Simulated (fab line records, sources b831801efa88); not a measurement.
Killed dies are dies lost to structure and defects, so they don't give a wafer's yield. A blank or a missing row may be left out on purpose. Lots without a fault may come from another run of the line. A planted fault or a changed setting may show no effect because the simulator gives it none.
fab line records | flow sky130 | part 2 of 2: steps 45 to 45 of 45
record lots=6 wafers=18 last_day=50
route steps=708 shown SONOS_TUNNEL@156 SONOS_ONO@168 GATE_OXIDE@187 METAL1@451 PAD_OPEN@708
lots that met no fault: from a run of the same line without faults
start_h: hours from the record's first day to the start of the lot's first wafer shown | wait_h: hours since the lot's step before | " the same as in the row above | L1.1+2: a row that stands for several wafers | - no value, or no start given | * or withheld: withheld | < > ~ a bound
route shown NAME@n: a module of which the file shows steps, and the number in the route of the first | usual: mean/standard deviation of fault-free wafers | same: alike in all rows | chamber/n: place in a boat | sites: the reading at each site | _std_site: their standard deviation | _edge_site: outer sites' mean less inner sites' | radius_mm: how far each site lies from the wafer's centre | mask NAME#n: copy n | behind: the tool/chamber that last shaped the wafer | hold: why the lot was held/for how many hours/how that ended | device: the transistor (n, p or np) that didn't switch | end of line: the same wafers' tests at the end of the route | a step without rows: its recipe alone | killed: dies lost to structure and defects at the first sort, not the wafer's yield | map: a wafer's dies, x killed, . not, _ none there
set.NAME: the setting as run; set.NAME@STEP: as run at that earlier step | model.NAME: the simulator's own value behind a step, which no gauge read
lots at some steps of the route; a table a step, a row a wafer
services: from which hour (start_h, from the record's first day; less than 0 if before it) a tool's chamber was out of use, for how many hours, and why
## steps
# step SKY_PAD_OPEN_PROBE_99
# usual killed_at_M0_to_M3=43/6.6 killed_at_M4_up=3.1/1.6 killed_at_contacts=23/5.6 killed_at_front_end=15/4.2 killed_at_other=0.2/0.43 killed_dies=85/9.3 killed_open=46/6.6 killed_short=39/6.2
# same gross_dies=492 killed_at_back_side=0
# columns lot.wafer tool chamber start_h wait_h killed_at_M0_to_M3 killed_at_M4_up killed_at_contacts killed_at_front_end killed_at_other killed_dies killed_open killed_short model.etest.met1.width_nm model.etest.met1.line_ohm_um
L523.1 prober-02 - 1083.33 0.1 39 5 23 22 1 90 53 37 140.3 0.9282
L523.4 prober-02 - 1083.48 0.2 48 1 23 19 0 91 63 28 142.7 0.92
L523.5 prober-02 - 1083.53 0.2 45 3 29 21 0 98 56 42 143.6 0.8955
L529.2 prober-01 - 1132.61 0.1 44 3 21 14 0 82 38 44 138.8 0.9065
L529.4 prober-01 - 1132.71 0.2 42 4 26 15 0 87 42 45 146.6 0.8742
L529.6 prober-01 - 1132.81 0.2 50 2 16 22 0 90 50 40 146.8 0.8674
L535.1 prober-01 - 1172.93 0.1 47 1 19 18 0 85 49 36 160.6 0.8003
L535.3 prober-01 - 1173.03 0.2 39 5 28 10 1 83 43 40 159.7 0.8
L535.6 prober-01 - 1173.18 0.2 39 4 15 14 0 72 36 36 158.1 0.8249
L538.1 prober-01 - 1174.43 0.1 38 5 13 18 1 75 35 40 160.7 0.7783
L538.2 prober-01 - 1174.48 0.1 53 5 26 19 0 103 53 50 160.8 0.7876
L538.3 prober-01 - 1174.53 0.2 44 6 27 15 0 92 53 39 162.6 0.7846
L539.2 prober-02 - 1179.61 0.1 45 2 23 13 0 83 57 26 145.8 0.8629
L539.3 prober-02 - 1179.66 0.2 45 3 31 24 0 103 57 46 142.4 0.8672
L539.4 prober-02 - 1179.71 0.2 42 3 17 10 0 72 41 31 145 0.8683
L543.4 prober-02 - 1204.54 0.2 30 1 26 19 0 76 46 30 136.6 0.9318
L543.5 prober-02 - 1204.59 0.2 38 5 16 16 0 75 40 35 139.8 0.8985
L543.6 prober-02 - 1204.64 0.2 40 2 13 13 1 69 40 29 139.7 0.9065
# killed by level:class
L523.1 CONTACT:geometric_particle:open=11 VIA1:geometric_particle:open=10 FIELD_ISO:geometric_particle:open=7 POLY_CUT:geometric_particle:open=6 METAL1:geometric_particle:short=6 VIA3:geometric_particle:open=6 VIA3:geometric_particle:short=5 VIA2:geometric_particle:open=5
L523.4 VIA2:geometric_particle:open=11 VIA3:geometric_particle:open=10 LI_CONTACT:geometric_particle:open=9 VIA1:geometric_particle:open=8 POLY_GATE:geometric_particle:open=7 CONTACT:geometric_particle:open=7 METAL1:geometric_particle:short=7 VIA2:geometric_particle:short=5
L523.5 LI_CONTACT:geometric_particle:open=10 VIA1:geometric_particle:open=9 CONTACT:geometric_particle:open=8 VIA2:geometric_particle:open=7 FIELD_ISO:geometric_particle:open=6 VIA3:geometric_particle:open=6 METAL1:geometric_particle:short=6 FIELD_ISO:geometric_particle:short=4
L529.2 LOCAL_INTERCONNECT:geometric_particle:short=10 METAL1:geometric_particle:short=7 VIA1:geometric_particle:open=7 VIA3:geometric_particle:open=7 VIA2:geometric_particle:open=6 VIA1:geometric_particle:short=6 LI_CONTACT:geometric_particle:open=5 VIA2:geometric_particle:short=4
L529.4 CONTACT:geometric_particle:open=9 VIA1:geometric_particle:open=8 METAL1:geometric_particle:short=6 VIA1:geometric_particle:short=6 LOCAL_INTERCONNECT:geometric_particle:short=5 CONTACT:geometric_particle:short=5 FIELD_ISO:geometric_particle:short=4 VIA3:geometric_particle:open=4
L529.6 VIA1:geometric_particle:open=13 CONTACT:geometric_particle:open=6 METAL1:geometric_particle:short=6 VIA2:geometric_particle:open=6 POLY_GATE:geometric_particle:short=5 SPACER:geometric_particle:open=5 LI_CONTACT:geometric_particle:open=5 VIA3:geometric_particle:short=5
L535.1 VIA1:geometric_particle:open=11 VIA3:geometric_particle:open=8 LI_CONTACT:geometric_particle:open=6 CONTACT:geometric_particle:open=6 METAL1:geometric_particle:short=6 FIELD_ISO:geometric_particle:short=4 POLY_GATE:geometric_particle:open=4 METAL3:geometric_particle:short=4
L535.3 CONTACT:geometric_particle:open=10 VIA1:geometric_particle:open=9 LI_CONTACT:geometric_particle:open=6 LOCAL_INTERCONNECT:geometric_particle:short=6 VIA2:geometric_particle:open=6 POLY_GATE:geometric_particle:short=4 VIA3:geometric_particle:open=4 VIA2:geometric_particle:short=4
L535.6 VIA1:geometric_particle:open=8 METAL2:geometric_particle:short=7 VIA1:geometric_particle:short=6 FIELD_ISO:geometric_particle:open=5 SPACER:geometric_particle:short=4 LI_CONTACT:geometric_particle:open=4 LOCAL_INTERCONNECT:geometric_particle:short=4 METAL2:geometric_particle:open=4
L538.1 FIELD_ISO:geometric_particle:short=7 VIA1:geometric_particle:open=7 METAL1:geometric_particle:short=6 METAL2:geometric_particle:short=5 VIA1:geometric_particle:short=5 VIA2:geometric_particle:open=5 LI_CONTACT:geometric_particle:open=4 CONTACT:geometric_particle:open=4
L538.2 VIA1:geometric_particle:open=14 CONTACT:geometric_particle:open=10 METAL2:geometric_particle:short=8 FIELD_ISO:geometric_particle:short=7 VIA3:geometric_particle:open=7 VIA2:geometric_particle:open=6 LI_CONTACT:geometric_particle:open=5 VIA3:geometric_particle:short=5
L538.3 CONTACT:geometric_particle:open=12 VIA1:geometric_particle:open=12 METAL2:geometric_particle:short=9 VIA3:geometric_particle:open=8 LI_CONTACT:geometric_particle:open=7 LI_CONTACT:geometric_particle:short=5 METAL4:geometric_particle:short=5 FIELD_ISO:geometric_particle:open=3
L539.2 VIA2:geometric_particle:open=11 VIA3:geometric_particle:open=10 VIA1:geometric_particle:open=7 CONTACT:geometric_particle:open=7 FIELD_ISO:geometric_particle:open=6 LI_CONTACT:geometric_particle:open=5 CONTACT:geometric_particle:short=5 POLY_GATE:geometric_particle:open=4
L539.3 LI_CONTACT:geometric_particle:open=15 VIA1:geometric_particle:open=9 VIA3:geometric_particle:open=8 VIA1:geometric_particle:short=7 CONTACT:geometric_particle:open=7 METAL2:geometric_particle:short=7 POLY_GATE:geometric_particle:short=6 LI_CONTACT:geometric_particle:short=6
L539.4 VIA1:geometric_particle:open=12 CONTACT:geometric_particle:open=8 VIA2:geometric_particle:open=6 VIA1:geometric_particle:short=6 METAL2:geometric_particle:short=4 METAL1:geometric_particle:short=4 FIELD_ISO:geometric_particle:open=3 FIELD_ISO:geometric_particle:short=3
L543.4 VIA1:geometric_particle:open=9 CONTACT:geometric_particle:open=7 CONTACT:geometric_particle:short=6 VIA2:geometric_particle:open=6 POLY_GATE:geometric_particle:short=5 FIELD_ISO:geometric_particle:open=4 FIELD_ISO:geometric_particle:short=4 LI_CONTACT:geometric_particle:open=4
L543.5 METAL2:geometric_particle:short=10 VIA1:geometric_particle:open=9 VIA3:geometric_particle:open=8 POLY_GATE:geometric_particle:short=6 METAL1:geometric_particle:short=5 CONTACT:geometric_particle:open=5 FIELD_ISO:geometric_particle:open=4 LI_CONTACT:geometric_particle:open=4
L543.6 VIA1:geometric_particle:open=16 VIA1:geometric_particle:short=6 POLY_GATE:geometric_particle:short=5 VIA2:geometric_particle:open=5 METAL1:geometric_particle:short=4 LI_CONTACT:geometric_particle:open=3 CONTACT:geometric_particle:open=3 METAL2:geometric_particle:short=3
## services
# columns tool chamber start_h hours kind
plasma_asher-04 - 271.88 2.8 repair
furnace-01 - 274.35 12.6 pm
plasma_asher-03 - 278.06 2.0 repair
plasma_asher-03 - 288.80 1.2 repair
plasma_asher-03 - 299.98 2.8 pm
rie_diel-04 1 309.19 4.5 repair
rie_diel-04 - 337.86 1.2 repair
rie_metal-03 - 339.81 0.3 repair
furnace-01 - 349.81 3.6 pm
furnace-01 - 389.32 3.3 pm
rie_metal-03 - 399.45 2.5 repair
rie_diel-04 0 405.02 11.4 repair
rie_metal-01 - 410.92 18.6 repair
plasma_asher-03 - 412.14 1.6 repair
plasma_asher-03 - 480.24 14.7 repair
furnace-02 - 492.37 8.8 pm
furnace-02 - 503.62 22.4 repair
plasma_asher-03 - 506.24 0.6 repair
rie_metal-03 0 543.93 15.8 repair
rie_metal-03 0 593.99 4.1 repair
rie_metal-01 - 627.63 1.2 repair
rie_metal-03 0 665.63 20.2 repair
rie_metal-03 0 752.54 8.0 repair
rie_metal-03 - 881.98 1.2 repair
## key
first_sign step=SKY_SONOS_ONO_OXIDATION_00 reading=spike_tc_upper_C direction=down sigmas=31 usual=799.4 struck=765.9
effect step=SKY_SONOS_ONO_OXIDATION_00 reading=zone_power_upper_pct direction=down sigmas=20 usual=13.8 struck=3.4
model_effect step=SKY_SONOS_ONO_OXIDATION_00 value=SiO2_of_SONOS_ONO_OXIDATION_00.thk_nm without=2.598 struck=2.534
model_effect step=SKY_METAL1_DESCUM_17 value=METAL1.cd_nm without=140.6 struck=161.1
model_effect step=SKY_METAL1_METAL_ETCH_19 value=METAL1.cd_nm without=140.8 struck=161.2
model_effect step=SKY_PAD_OPEN_PROBE_99 value=etest.met1.width_nm without=140 struck=160.4
met_at SKY_SONOS_ONO_OXIDATION_00
struck_wafers L535.1,L535.3,L535.6,L538.1,L538.2,L538.3
tester_left_out L535,L538
loop_trim step=SKY_METAL1_EXPOSE_12 setting=dose lots=L535,L538
onset_between 265.91 367.22
fault kind=process_parameter_drift tool=furnace-02 chamber=- onset_h=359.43 steps=SKY_SONOS_ONO_OXIDATION_00 channel=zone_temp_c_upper offset=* shape=step end_h=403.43
# tester_left_out: of these lots the tester's yield and bins aren't shown, on N5 and GAA mostly nor the transistor test; their killed dies are dies lost to structure and defects alone, not to doping, threshold or leakage, so they don't give the yield
# loop_trim: a control loop set the setting to another value than it would have without faults
